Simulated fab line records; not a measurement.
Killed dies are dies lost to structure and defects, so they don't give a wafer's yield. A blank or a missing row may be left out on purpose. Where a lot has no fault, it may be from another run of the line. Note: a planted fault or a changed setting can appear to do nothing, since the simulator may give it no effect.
A struck lot beside a sound one -- flow sky130 -- 23 out of 708 route steps
Sound: these wafers, L596.1, L596.2, L596.4. Wafers struck: L605.4, L605.6. At the end, the cause is stated.
For every step that has rows: the tool of each side, followed by ch and its chambers, followed by its first start. Under that, the readings that differ: sound wafers -- struck wafers -- difference of the means -- sigmas: that difference in standard deviations of wafers without a fault.
alike: same words and numbers on both sides, and readings whose means sit less than 2 such deviations apart. not compared: any withheld reading, any reading some wafer has no value for, any bound like >300 that may hide the same value, and any number with overlapping values for which the record gives no deviation.
The two part at a step that has a row with sigmas, a row that says differs or no value, or rows on one side only. Numbers that have no deviation but don't overlap get no sigmas and don't part them. A reading missing from all wafers of one side parts the sides only when that side holds two or more wafers.

first, 5 steps without rows for these wafers: SKY_VT_ADJUST_NCORE_COAT_02 (resist thk 1140 nm); SKY_VT_ADJUST_NCORE_SOFTBAKE_03 (time 60 s); SKY_VT_ADJUST_NCORE_EXPOSE_04 (exposes mask LVTN COMPLEMENT THIN, target cd 380 nm); SKY_VT_ADJUST_NCORE_PEB_05; SKY_VT_ADJUST_NCORE_DEVELOP_06 (develop time 60 s).
SKY_VT_ADJUST_NCORE_CD_MEAS_07: target cd 380 nm.
  sound on cd-sem-02 at day 8 18:22; struck on cd-sem-02 at day 11 11:57
  alike: cd-nm
SKY_VT_ADJUST_NCORE_OVL_MEAS_08:
  sound on overlay-01 at day 8 18:29; struck on overlay-01 at day 11 12:02
  alike: VT_ADJUST_NCORE_OVL
after that, 1 step had no rows for these wafers: SKY_VT_ADJUST_NCORE_IMPLANT_09.
SKY_VT_ADJUST_NCORE_STRIP_10: strips in O2/N2.
  sound on plasma-asher-04 ch 0,1, day 8 19:05; struck on plasma-asher-04 ch 0,1, day 11 12:14
reading,sound,struck,difference,sigmas
oes-product-au (a.u.),0.717 0.725 0.723,0.704 0.719,-0.010,-2
  alike: chamber-pressure-mTorr, drypump-motor-current-A, strip-time-to-endpoint-s
  not compared: rf-hours-counter-h
SKY_VT_ADJUST_NCORE_TW_MEAS_11:
  sound on film-metro-01 at day 8 19:11; struck on film-metro-04 at day 11 12:20
reading,sound,struck,difference,sigmas
VT_ADJUST_NCORE_TW,215.5 215.7 214.6,219.0 221.0,+4.7,+2
then, 2 steps without rows for these wafers: SKY_VT_ADJUST_HVTR_DEHYDRATE_00 (time 60 s); SKY_VT_ADJUST_HVTR_HMDS_01 (prime time 60 s).
SKY_VT_ADJUST_HVTR_COAT_02: resist thk 1140 nm.
  sound on litho-track-04 ch 0, day 9 06:15; struck on litho-track-03 ch 0, day 12 00:16
reading,sound,struck,difference,sigmas
model.NOVOLAK_of_VT_ADJUST_HVTR_COAT_02.thk-nm (nm),1139 1135 1139,1205 1204,+67,
then, 3 steps without rows for these wafers: SKY_VT_ADJUST_HVTR_SOFTBAKE_03 (time 60 s); SKY_VT_ADJUST_HVTR_EXPOSE_04 (exposes mask HVTRM, target cd 380 nm); SKY_VT_ADJUST_HVTR_PEB_05.
SKY_VT_ADJUST_HVTR_DEVELOP_06: develop time 60 s.
  sound on litho-track-03 ch 0, day 9 16:50; struck on litho-track-04 ch 0, day 12 12:49
reading,sound,struck,difference,sigmas
model.NOVOLAK_of_VT_ADJUST_HVTR_COAT_02.thk-nm (nm),1139 1135 1139,1205 1204,+67,
  alike: developer-temp-C
SKY_VT_ADJUST_HVTR_CD_MEAS_07: target cd 380 nm.
  sound on cd-sem-02 at day 9 16:59; struck on cd-sem-01 at day 12 12:58
reading,sound,struck,difference,sigmas
cd-nm (nm),383.9 383.6 384.4,374.5 368.9,-12.3,-5
SKY_VT_ADJUST_HVTR_OVL_MEAS_08:
  sound on overlay-01 at day 9 17:07; struck on overlay-01 at day 12 13:02
  alike: VT_ADJUST_HVTR_OVL
after that, 1 step had no rows for these wafers: SKY_VT_ADJUST_HVTR_IMPLANT_09.
SKY_VT_ADJUST_HVTR_STRIP_10: strips in O2/N2.
  sound on plasma-asher-03 ch 0,1, day 9 17:18; struck on plasma-asher-03 ch 0,1, day 12 13:14
reading,sound,struck,difference,sigmas
chamber-pressure-mTorr (mTorr),1501.8 1500.5 1502.3,1497.7 1498.0,-3.7,-3
strip-time-to-endpoint-s (s),14.17 14.12 14.14,14.91 14.91,+0.77,+17
  alike: drypump-motor-current-A, oes-product-au
  not compared: rf-hours-counter-h
SKY_VT_ADJUST_HVTR_TW_MEAS_11:
  sound on film-metro-02 at day 9 17:24; struck on film-metro-03 at day 12 13:20
reading,sound,struck,difference,sigmas
VT_ADJUST_HVTR_TW,208.3 208.5 207.9,211.2 211.0,+2.9,+3
SKY_PAD_OPEN_PROBE_99:
  the record has rows for the sound wafers here (prober-02, day 45 21:54) and none for the struck ones

== WHERE THEY PART ==
Last at SKY_PAD_OPEN_PROBE_99 as far as this record goes, first at SKY_VT_ADJUST_NCORE_STRIP_10.

WHY: the cause the simulator had injected
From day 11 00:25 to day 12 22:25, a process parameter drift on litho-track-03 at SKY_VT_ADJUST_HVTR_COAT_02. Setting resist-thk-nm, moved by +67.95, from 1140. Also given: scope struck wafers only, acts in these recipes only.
